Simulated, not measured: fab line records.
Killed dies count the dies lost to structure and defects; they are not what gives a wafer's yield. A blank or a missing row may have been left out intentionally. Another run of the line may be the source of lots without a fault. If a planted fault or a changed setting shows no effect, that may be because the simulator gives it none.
2 desks looking at one fault + flow sky130 + each desk holds nothing but its own numbers, with what lay behind them at the end

TOOL OWNER'S DESK, pvdSputter-03
At SKY_METAL4_SPUTTER_01 (material TiN, target thk 20 nm, time 16.7 s) the tool's own readings: per lot run on this tool, the mean of the sampled wafers that have a number. The brackets show how far a lot's mean lies from the usual mean; more than 4 standard deviations puts the lot out of limits, marked OUT.
Columns: A = throttleValvePct at SKY_METAL4_SPUTTER_01, usual 30.0 %
| lot  | first seen here | A    |
|------|-----------------|------|
| L741 | day 39 22:58    | 29.5 |
| L754 | day 43 16:46    | 29.2 |
| L756 | day 44 01:27    | 30.0 |
Result from this desk: across the 3 lots, nothing is out of limits.

FROM THE METROLOGY DESK
What the gauges read for every lot (on any tool): the sampled wafers with a number, averaged. The brackets show how far a lot's mean lies from the usual mean; more than 4 standard deviations puts the lot out of limits, marked OUT.
Columns: A = VIA3_W_RS at SKY_VIA3_RS_MEAS_22, usual 0.294 ohm/sq; B = VIA3_W_THK at SKY_VIA3_THK_MEAS_23, usual 390 nm
| lot  | first seen here | A     | B   |
|------|-----------------|-------|-----|
| L741 | day 39 22:28    | 0.298 | 384 |
| L746 | day 41 04:11    | 0.295 | 388 |
| L754 | day 43 16:20    | 0.291 | 390 |
| L756 | day 44 00:59    | 0.296 | 392 |
| L758 | day 44 14:00    | 0.296 | 390 |
| L764 | day 46 01:05    | 0.293 | 389 |
Result from this desk: across the 6 lots, nothing is out of limits.

TAKEN TOGETHER
The desk of the tool owner found nothing out of limits.
Metrology desk: nothing out of limits seen.

WHAT WAS PUT IN BY THE SIMULATOR
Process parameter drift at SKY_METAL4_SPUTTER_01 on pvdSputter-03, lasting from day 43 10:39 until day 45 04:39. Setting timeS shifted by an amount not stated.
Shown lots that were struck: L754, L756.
